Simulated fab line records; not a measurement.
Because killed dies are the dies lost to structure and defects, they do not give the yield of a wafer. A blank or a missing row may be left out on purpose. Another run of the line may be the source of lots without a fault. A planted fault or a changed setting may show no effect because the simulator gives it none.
Problem report, 8D (eight disciplines) form, completed by code	flow sky130	the parts of the form that need people (team, actions taken, sign-off) are left out

1. WHAT IS WRONG
sort_bin_3_pad_short at SKY_PAD_OPEN_PROBE_99 reads a mean of 3.5 % on 2 wafers of 2 lots; wafers without a fault read 0.8 % with a standard deviation of 0.43. Relative to the usual mean, that is a shift of +6.2 standard deviations.
Earliest sighting: wafer L652.1 on prober-02 at day 49 07:46. Wafers with a number at this step in the record: 39, from 13 lots. Rule for "out", or "out of limits": more than 4 standard deviations from the usual mean. The other wafers with a number count as sound.

2. WHAT IT IS, AND WHAT IT ISN'T
question	is	is not
which readings at this step	sort_bin_3_pad_short, killed_at_M0_to_M3	killed_at_M4_up, killedAtContacts, killedAtFrontEnd, killedOpen, killedShort, sort_bin_6_memory
which lots	L652, L653	L642, L643, L644, L645, L646, L655, L656, L658, L663, L664, L665
which wafers of those lots	L652.1, L653.6	L652.2, L652.3, L653.1, L653.5
read on which tools	prober-01, prober-02	-
when	from day 49 07:46	up to then (15 sound wafers); but 22 sound wafers of L652, L653, L655, L656, L658, L663, L664, L665 came after

3. THE SUSPECTS, EACH WITH WHAT RULES IT OUT
Counting: a tool at a process step up to the reading stays a suspect if it ran every lot that is out. Sound lots after the first of them don't rule it out here, since some wafers of a struck lot are sound.
- cvdW-01 at SKY_VIA3_CVD_21 (deposits W, target thk 390 nm, time 117.31 s): kept. Every lot that is out went through it, the first being L652 (day 43 17:11); the last sound lot it ran before that was L645 (day 41 02:16).
- Within cvdW-01 at SKY_VIA3_CVD_21, the wafers that are out were processed in chamber 1 and their sound lot-mates in chamber 0.
Remaining after the count: cvdW-01 at SKY_VIA3_CVD_21.

4. THE CAUSE (what the simulator had put in)
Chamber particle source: cvdW-01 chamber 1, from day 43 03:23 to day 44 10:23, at SKY_VIA3_CVD_21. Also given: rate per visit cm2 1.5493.
After counting, this tool was the only one left.

5. THE CHAIN OF EFFECTS, in route order
Rows list readings where the struck wafers' mean (over those with a number) sits beyond 3 standard deviations from the usual. Only readings for which the record gives a usual standard deviation are gone through. hours: the time from each lot's start at the first step in this table that gives one to its start at this step, as a median over the lots. sigmas: the change in usual standard deviations.
hours	step	reading	usual	on struck wafers	change	sigmas
0	SKY_PAD_OPEN_PROBE_99	killed_at_M0_to_M3	43	78	+35	+4.8
0	SKY_PAD_OPEN_PROBE_99	sort_bin_3_pad_short	0.8 %	3.5	+2.7	+6.2
It contains these process steps:
- SKY_PAD_OPEN_PROBE_99

6. HOW IT WOULD HAVE BEEN CAUGHT EARLIER
In this record no reading fell out of limits until day 49 07:46, 148 hours after the fault had begun at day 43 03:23.
Of the tool readings at SKY_VIA3_CVD_21 for which the record gives a usual standard deviation, none was out on any struck wafer, so an alarm limit of 4 standard deviations on them would not have fired.
All the lots that are out (2) had begun SKY_VIA3_CVD_21 on cvdW-01 by day 49 07:46. Holding the tool at that point would not have protected any of them.
